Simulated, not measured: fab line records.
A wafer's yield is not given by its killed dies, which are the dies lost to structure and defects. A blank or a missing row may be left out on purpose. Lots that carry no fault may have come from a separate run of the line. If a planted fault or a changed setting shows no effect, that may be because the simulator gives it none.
fab line records -- flow sky130
record: lots: 6, wafers: 18, last-day: 49
route steps=708 shown METAL2@503 VIA2@507 PAD_OPEN@708
lots that met no fault: taken from a fault-free run of the same line
start-h: the number of hours between the record's first day and the start of the first shown wafer of the lot -- wait-h: hours elapsed since this lot's preceding step -- " same as the row above -- L1.1+2: several wafers, shown together as one row -- - no value, or no start was given -- * or withheld: withheld -- < > ~ a bound
route shown NAME@n: a module of which the file shows steps, and the number in the route of the first -- usual: mean/standard deviation of fault-free wafers -- same: alike in all rows -- chamber/n: place in a boat -- sites: per-site readings -- _std_site: the standard deviation of these -- _edge_site: outer sites' mean less inner sites' -- radius-mm: for every site, how far away it sits from the centre of the wafer -- mask NAME#n: copy n -- behind: tool/chamber where the wafer was last shaped -- hold: what put the lot on hold/how long, in hours/how the hold closed -- device: names the non-switching transistor (n, p or np) -- end of line: the route-end tests of the same wafers -- for a step that has no rows: nothing shown but its recipe -- killed: dies lost to structure and defects at the first sort, not the wafer's yield -- map: the dies of a wafer, with x for killed, . for not killed, _ for no die there
set.NAME: the setting as run; set.NAME@STEP: as run at that earlier step -- model.NAME: the simulator's own value behind a step, which no gauge read
a table for each step, a row for each wafer; lots at some steps of the route
services: when a tool's chamber went out of use (start-h, in hours from the record's first day, below 0 if earlier), for how many hours, and the reason
== steps ==
step: SKY_METAL2_STRIP_20
recipe: chemistry: O2/N2, power-w: 1400, pressure-mtorr: 1500, platen-temp-c: withheld, o2-flow-sccm: 3000, n2-flow-sccm: 300, overash-fraction: 0.5
usual: drypump-motor-current-A: 5.88/0.21, oes-product-au: 0.344/0.0049, strip-time-to-endpoint-s: 2.706/0.028
lot.wafer,tool,chamber,start-h,wait-h,drypump-motor-current-A,oes-product-au,rf-hours-counter-h,strip-time-to-endpoint-s
L651.3,plasma-asher-02,0,869.73,0.1,5.70,0.342,-,2.692
L651.5,plasma-asher-02,1,869.73,0.1,5.86,0.349,-,2.679
L651.6,plasma-asher-02,0,869.73,0.1,5.69,0.335,-,2.682
L652.1,plasma-asher-03,1,873.94,0.1,6.25,0.347,110,2.735
L652.4,plasma-asher-03,0,873.94,0.1,5.59,0.353,-,2.745
L652.6,plasma-asher-03,1,873.94,0.1,6.26,0.338,-,2.724
L658.1,plasma-asher-03,1,922.00,0.1,6.24,0.354,115,2.715
L658.4,plasma-asher-03,1,922.00,0.1,6.24,0.344,-,2.679
L658.5,plasma-asher-03,1,922.00,0.1,6.26,0.337,-,2.689
L662.2,plasma-asher-03,0,941.80,0.1,5.59,0.342,117,2.708
L662.4,plasma-asher-03,1,941.80,0.1,6.26,0.349,-,2.709
L662.6,plasma-asher-03,0,941.80,0.1,5.60,0.344,-,2.723
L663.1,plasma-asher-04,0,946.64,0.1,5.91,0.340,82,2.650
L663.2,plasma-asher-04,1,946.64,0.1,5.92,0.344,82,2.705
L663.6,plasma-asher-04,1,946.64,0.1,5.91,0.338,-,2.651
L664.3,plasma-asher-02,0,968.64,0.1,5.68,0.339,-,2.662
L664.4,plasma-asher-02,1,968.64,0.1,5.90,0.345,-,2.669
L664.6,plasma-asher-02,1,968.64,0.1,5.90,0.355,-,2.707
step: SKY_METAL2_STRIP_21
recipe: chemistry: post-etch-residue-remover, time-s: 1200, temp-c: 72.5
step: SKY_METAL2_CLEAN_22
recipe: chemistry: IPA, time-s: 180, temp-c: 25
step: SKY_METAL2_CLEAN_23
recipe: chemistry: O3/DIW, dry: n2-spin
step: SKY_VIA2_HDPCVD_00
recipe: material: SiO2, target-thk-nm: 1180, sigma-open-frac: 0.3, time-s: 196.7, temp-c: 400, sih4-flow-sccm: 60, pressure-mtorr: 6
step: SKY_VIA2_THK_MEAS_01
recipe: reads: SiO2_of_VIA2_HDPCVD_00
usual: VIA2_HDPCVD_THK: 1170/12
lot.wafer,tool,chamber,start-h,wait-h,VIA2_HDPCVD_THK[nm]
L651.3,film-metro-03,-,870.44,0.1,1187
L651.5,film-metro-03,-,870.44,0.1,1194
L651.6,film-metro-03,-,870.44,0.1,1145
L652.1,film-metro-04,-,874.70,0.1,1177
L652.4,film-metro-04,-,874.70,0.1,1167
L652.6,film-metro-04,-,874.70,0.1,1180
L658.1,film-metro-04,-,922.72,0.1,1168
L658.4,film-metro-04,-,922.72,0.1,1158
L658.5,film-metro-04,-,922.72,0.1,1153
L662.2,film-metro-04,-,942.53,0.1,1161
L662.4,film-metro-04,-,942.53,0.1,1154
L662.6,film-metro-04,-,942.53,0.1,1165
L663.1,film-metro-03,-,947.37,0.1,1163
L663.2,film-metro-03,-,947.37,0.1,1165
L663.6,film-metro-03,-,947.37,0.1,1146
L664.3,film-metro-04,-,969.35,0.1,1172
L664.4,film-metro-04,-,969.35,0.1,1163
L664.6,film-metro-04,-,969.35,0.1,1173
step: SKY_VIA2_CMP_02
recipe: material: SiO2, down-force-psi: 4, platen-rpm: 60, pad-velocity-m-s: 0.94248
usual: motor-current-A: 12.0/1
lot.wafer,tool,chamber,start-h,wait-h,motor-current-A
L651.3,cmp-01,3,870.48,0.0,11.0
L651.6,cmp-01,3,870.48,0.0,10.3
L651.5,cmp-01,0,870.48,0.0,10.7
L652.4,cmp-02,1,874.86,0.1,11.5
L652.1,cmp-02,2,874.86,0.1,10.7
L652.6,cmp-02,0,874.86,0.1,13.8
L658.1,cmp-01,3,922.86,0.1,10.8
L658.4,cmp-01,0,922.86,0.1,11.4
L658.5,cmp-01,3,922.86,0.1,10.6
L662.2,cmp-02,0,942.63,0.1,13.3
L662.4,cmp-02,1,942.63,0.1,11.6
L662.6,cmp-02,3,942.63,0.1,12.9
L663.1,cmp-02,0,947.43,0.1,13.2
L663.2,cmp-02,3,947.43,0.1,11.9
L663.6,cmp-02,0,947.43,0.1,13.2
L664.3,cmp-02,0,969.44,0.1,13.7
L664.4,cmp-02,2,969.44,0.1,11.8
L664.6,cmp-02,3,969.44,0.1,11.8
step: SKY_VIA2_BOW_MEAS_03
recipe: mode: bow
usual: VIA2_BOW: 87/7.2
lot.wafer,tool,chamber,start-h,wait-h,VIA2_BOW[um]
L651.3,film-metro-03,-,870.82,0.3,89
L651.5,film-metro-03,-,870.82,0.3,86
L651.6,film-metro-03,-,870.82,0.3,92
L652.1,film-metro-02,-,875.06,0.1,83
L652.4,film-metro-02,-,875.06,0.1,90
L652.6,film-metro-02,-,875.06,0.1,89
L658.1,film-metro-02,-,923.16,0.2,96
L658.4,film-metro-02,-,923.16,0.2,90
L658.5,film-metro-02,-,923.16,0.2,78
L662.2,film-metro-02,-,942.90,0.2,89
L662.4,film-metro-02,-,942.90,0.2,90
L662.6,film-metro-02,-,942.90,0.2,91
L663.1,film-metro-02,-,947.73,0.2,97
L663.2,film-metro-02,-,947.73,0.2,77
L663.6,film-metro-02,-,947.73,0.2,85
L664.3,film-metro-02,-,969.73,0.2,59
L664.4,film-metro-02,-,969.73,0.2,87
L664.6,film-metro-02,-,969.73,0.2,76
step: SKY_VIA2_DEHYDRATE_04
recipe: temp-c: 200, time-s: 60
step: SKY_VIA2_HMDS_05
recipe: prime-time-s: 60, prime-temp-c: 120
step: SKY_VIA2_COAT_06
recipe: resist: BARC, temp-c: withheld, time-s: withheld, spin-rpm: 3000, resist-thk-nm: 60
step: SKY_VIA2_COAT_07
recipe: resist: KrF-thick, spin-rpm: 3000, resist-thk-nm: 450
step: SKY_VIA2_SOFTBAKE_08
recipe: temp-c: 100, time-s: 90, resist: KrF-thick
usual: heater-power-total-W: 57.36/0.11, run-length-s: 119.32/0.16
lot.wafer,tool,chamber,start-h,wait-h,heater-power-total-W,run-length-s
L651.3,litho-track-02,0,883,-,57.41,119.47
L651.5,litho-track-02,0,883,-,57.24,119.39
L651.6,litho-track-02,0,883,-,57.47,119.40
L652.1,litho-track-02,0,887,-,57.39,119.41
L652.4,litho-track-02,0,887,-,57.35,119.32
L652.6,litho-track-02,0,887,-,57.60,119.55
L658.1,litho-track-02,0,934,-,57.21,119.35
L658.4,litho-track-02,0,934,-,57.35,119.31
L658.5,litho-track-02,0,934,-,57.44,119.31
L662.2,litho-track-04,0,955,-,57.45,119.05
L662.4,litho-track-04,0,955,-,57.32,119.05
L662.6,litho-track-04,0,955,-,57.47,119.29
L663.1,litho-track-04,0,959,-,58.12,116.14
L663.2,litho-track-04,0,959,-,58.04,116.18
L663.6,litho-track-04,0,959,-,58.19,116.22
L664.3,litho-track-04,0,981,-,58.11,116.04
L664.4,litho-track-04,0,982,-,58.04,116.16
L664.6,litho-track-04,0,982,-,58.12,116.32
step: SKY_VIA2_EXPOSE_09
recipe: mask-id: VIM2, na: 0.8, source-shape: annular, sigma-inner: 0.55, sigma-outer: 0.85, target-cd-nm: 200, dose-mj: 38
step: SKY_PAD_OPEN_PROBE_99
usual: defect-limited-yield: 82.5/2.1, killed_at_M0_to_M3: 43/7.7, killed_at_M4_up: 2.9/1.9, killed-at-contacts: 24/5.9, killed-at-front-end: 16/5.1, killed-at-other: 0.3/0.63, killed-dies: 86/10, killed-open: 47/7.6, killed-short: 39/6.8, sort_bin_3_pad_short: 0.8/0.44, sort_bin_5_function: 10.4/1.6, sort_bin_6_memory: 6.3/1.1, sort-n-pass: 406/10, sort-yield-pct: 82.5/2.1
same: gross-dies: 492, killed-at-back-side: 0, sort_bin_4_leakage[%]: 0, sort_bin_8_speed[%]: 0
lot.wafer,tool,chamber,start-h,wait-h,defect-limited-yield[%],killed_at_M0_to_M3,killed_at_M4_up,killed-at-contacts,killed-at-front-end,killed-at-other,killed-dies,killed-open,killed-short,sort_bin_3_pad_short[%],sort_bin_5_function[%],sort_bin_6_memory[%],sort-n-pass,sort-yield-pct[%]
L651.3,prober-02,-,1114.80,0.2,85.4,34,0,33,4,1,72,41,31,0.2,8.3,6.1,420,85.4
L651.5,prober-02,-,1114.90,0.2,86.6,34,2,24,6,0,66,38,28,0.8,7.7,4.9,426,86.6
L651.6,prober-02,-,1114.95,0.2,84.3,44,3,21,9,0,77,44,33,0.2,8.3,7.1,415,84.3
L652.1,prober-01,-,1119.10,0.1,82.3,50,2,26,9,0,87,50,37,1.2,11.2,5.3,405,82.3
L652.4,prober-01,-,1119.25,0.2,85.0,30,3,25,16,0,74,38,36,1.0,8.7,5.3,418,85.0
L652.6,prober-01,-,1119.35,0.2,80.3,49,3,20,25,0,97,53,44,2.0,9.8,7.9,395,80.3
L658.1,prober-01,-,1155.04,0.1,85.2,34,3,23,13,0,73,29,44,0.6,9.1,5.1,419,85.2
L658.4,prober-01,-,1155.19,0.2,83.7,37,0,22,21,0,80,40,40,0.8,9.3,6.1,412,83.7
L658.5,prober-01,-,1155.24,0.2,82.5,43,3,29,11,0,86,52,34,0.4,11.6,5.5,406,82.5
L662.2,prober-01,-,1168.59,0.1,85.0,41,4,17,10,2,74,36,37,0.6,7.9,6.5,418,85.0
L662.4,prober-01,-,1168.69,0.2,83.7,32,2,25,19,2,80,49,31,0.8,9.1,6.3,412,83.7
L662.6,prober-01,-,1168.79,0.2,82.9,42,1,27,13,1,84,45,38,1.0,10.2,5.9,408,82.9
L663.1,prober-02,-,1171.03,0.1,83.1,38,5,16,24,0,83,43,39,0,10.4,6.5,409,83.1
L663.2,prober-02,-,1171.08,0.1,81.5,48,2,30,11,0,91,54,36,0.4,11.8,6.3,401,81.5
L663.6,prober-02,-,1171.28,0.2,81.1,48,5,20,20,0,93,54,38,0.4,12.6,5.9,399,81.1
L664.3,prober-01,-,1184.01,0.2,81.1,42,4,25,21,1,93,50,43,0.4,12.4,6.1,399,81.1
L664.4,prober-01,-,1184.06,0.2,80.1,56,4,18,20,0,98,46,52,1.2,11.8,6.9,394,80.1
L664.6,prober-01,-,1184.16,0.2,82.1,48,4,19,17,0,88,42,46,1.0,9.8,7.1,404,82.1
killed by level:class
L651.3 LI_CONTACT:geometric-particle:open=12 LOCAL_INTERCONNECT:geometric-particle:short=6 VIA1:geometric-particle:open=6 VIA3:geometric-particle:open=6 VIA1:geometric-particle:short=5 CONTACT:geometric-particle:open=5 LI_CONTACT:geometric-particle:short=4 CONTACT:geometric-particle:short=4
L651.5 CONTACT:geometric-particle:open=8 VIA1:geometric-particle:open=8 METAL3:geometric-particle:short=7 LI_CONTACT:geometric-particle:open=6 LOCAL_INTERCONNECT:geometric-particle:short=5 VIA2:geometric-particle:open=5 VIA3:geometric-particle:open=5 METAL2:geometric-particle:short=4
L651.6 CONTACT:geometric-particle:open=11 VIA3:geometric-particle:open=10 VIA1:geometric-particle:open=8 VIA1:geometric-particle:short=5 METAL1:geometric-particle:short=5 POLY_GATE:geometric-particle:short=4 POLY_GATE:geometric-particle:open=3 LI_CONTACT:geometric-particle:open=3
L652.1 VIA1:geometric-particle:open=14 CONTACT:geometric-particle:open=8 LI_CONTACT:geometric-particle:open=6 LOCAL_INTERCONNECT:geometric-particle:short=6 METAL1:geometric-particle:short=6 VIA1:geometric-particle:short=6 VIA2:geometric-particle:open=6 METAL2:geometric-particle:short=5
L652.4 CONTACT:geometric-particle:open=10 METAL1:geometric-particle:short=6 VIA3:geometric-particle:open=6 VIA1:geometric-particle:open=5 LI_CONTACT:geometric-particle:short=5 FIELD_ISO:geometric-particle:short=4 LI_CONTACT:geometric-particle:open=4 LOCAL_INTERCONNECT:geometric-particle:short=4
L652.6 VIA3:geometric-particle:open=11 METAL2:geometric-particle:short=9 FIELD_ISO:geometric-particle:open=8 LI_CONTACT:geometric-particle:open=8 CONTACT:geometric-particle:open=8 VIA1:geometric-particle:open=6 METAL1:geometric-particle:short=5 VIA2:geometric-particle:open=5
L658.1 LOCAL_INTERCONNECT:geometric-particle:short=7 VIA1:geometric-particle:open=7 METAL1:geometric-particle:short=6 LI_CONTACT:geometric-particle:open=5 CONTACT:geometric-particle:short=5 CONTACT:geometric-particle:open=4 VIA3:geometric-particle:short=4 VIA1:geometric-particle:short=4
L658.4 FIELD_ISO:geometric-particle:short=10 VIA3:geometric-particle:open=9 LI_CONTACT:geometric-particle:open=7 VIA1:geometric-particle:open=7 LOCAL_INTERCONNECT:geometric-particle:short=6 CONTACT:geometric-particle:open=6 VIA2:geometric-particle:open=5 POLY_GATE:geometric-particle:short=3
L658.5 LI_CONTACT:geometric-particle:open=9 VIA1:geometric-particle:open=8 CONTACT:geometric-particle:open=8 VIA3:geometric-particle:open=8 VIA2:geometric-particle:open=6 METAL1:geometric-particle:short=5 FIELD_ISO:geometric-particle:open=4 LOCAL_INTERCONNECT:geometric-particle:open=4
L662.2 VIA1:geometric-particle:open=10 METAL1:geometric-particle:short=7 VIA3:geometric-particle:open=6 FIELD_ISO:geometric-particle:open=5 METAL3:geometric-particle:short=4 CONTACT:geometric-particle:open=4 VIA2:geometric-particle:open=4 METAL4:geometric-particle:short=4
L662.4 CONTACT:geometric-particle:open=10 VIA2:geometric-particle:open=8 VIA1:geometric-particle:open=6 FIELD_ISO:geometric-particle:short=5 POLY_GATE:geometric-particle:open=5 VIA3:geometric-particle:open=5 FIELD_ISO:geometric-particle:open=4 LOCAL_INTERCONNECT:geometric-particle:open=4
L662.6 CONTACT:geometric-particle:open=13 VIA1:geometric-particle:open=12 VIA1:geometric-particle:short=6 CONTACT:geometric-particle:short=5 VIA2:geometric-particle:open=5 VIA3:geometric-particle:open=5 FIELD_ISO:geometric-particle:open=4 POLY_GATE:geometric-particle:short=4
L663.1 VIA1:geometric-particle:open=8 FIELD_ISO:geometric-particle:short=7 FIELD_ISO:geometric-particle:open=5 LI_CONTACT:geometric-particle:open=5 VIA3:geometric-particle:open=5 METAL2:geometric-particle:short=5 VIA3:geometric-particle:short=4 CONTACT:geometric-particle:open=4
L663.2 VIA1:geometric-particle:open=15 VIA2:geometric-particle:open=9 CONTACT:geometric-particle:open=8 LI_CONTACT:geometric-particle:open=8 METAL1:geometric-particle:short=7 LOCAL_INTERCONNECT:geometric-particle:short=6 VIA2:geometric-particle:short=5 FIELD_ISO:geometric-particle:open=4
L663.6 VIA2:geometric-particle:open=13 CONTACT:geometric-particle:open=8 VIA1:geometric-particle:open=8 FIELD_ISO:geometric-particle:open=7 METAL2:geometric-particle:short=7 LI_CONTACT:geometric-particle:open=5 VIA2:geometric-particle:short=5 METAL4:geometric-particle:short=4
L664.3 VIA2:geometric-particle:open=9 VIA1:geometric-particle:open=8 LI_CONTACT:geometric-particle:open=7 CONTACT:geometric-particle:open=7 POLY_GATE:geometric-particle:short=6 LOCAL_INTERCONNECT:geometric-particle:short=6 METAL1:geometric-particle:short=6 METAL2:geometric-particle:short=5
L664.4 VIA1:geometric-particle:open=19 VIA1:geometric-particle:short=10 POLY_GATE:geometric-particle:short=6 LOCAL_INTERCONNECT:geometric-particle:short=6 CONTACT:geometric-particle:open=6 METAL1:geometric-particle:short=6 VIA3:geometric-particle:open=6 METAL2:geometric-particle:short=6
L664.6 VIA1:geometric-particle:open=10 METAL2:geometric-particle:short=9 VIA2:geometric-particle:open=7 LOCAL_INTERCONNECT:geometric-particle:short=5 VIA1:geometric-particle:short=5 VIA3:geometric-particle:open=5 FIELD_ISO:geometric-particle:short=4 METAL1:geometric-particle:short=4
== services ==
tool,chamber,start-h,hours,kind
cmp-02,-,847.73,1.6,repair
cmp-01,-,858.16,1.7,repair
cmp-01,-,865.34,2.3,pm
plasma-asher-02,-,882.94,11.7,repair
plasma-asher-02,-,892.36,1.6,repair
cmp-02,-,893.34,0.5,repair
cmp-02,-,900.93,1.7,repair
plasma-asher-04,-,908.12,2.8,pm
cmp-02,-,912.00,4.0,pm
cmp-02,-,916.00,-,consumable-replace:conditioner
cmp-02,-,916.00,-,consumable-replace:pad
cmp-02,-,916.00,7.4,pm
cmp-01,-,927.79,3.9,repair
cmp-01,-,930.71,2.6,repair
litho-track-04,-,969.00,-,consumable-replace:filter
== key ==
first-sign: step: SKY_VIA2_SOFTBAKE_08, reading: run-length-s, direction: down, sigmas: 20, usual: *, struck: *
effect: step: SKY_VIA2_SOFTBAKE_08, reading: heater-power-total-W, direction: up, sigmas: 6.5, usual: *, struck: *
met-at SKY_VIA2_SOFTBAKE_08
struck-wafers L663.1,L663.2,L663.6,L664.3,L664.4,L664.6
onset-between 955 959
fault: kind: process-parameter-drift, tool: litho-track-04, chamber: -, onset-h: 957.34, steps: SKY_VIA2_SOFTBAKE_08, channel: time-s, offset: *, shape: step, end-h: 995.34, acts-in: *, stated: *
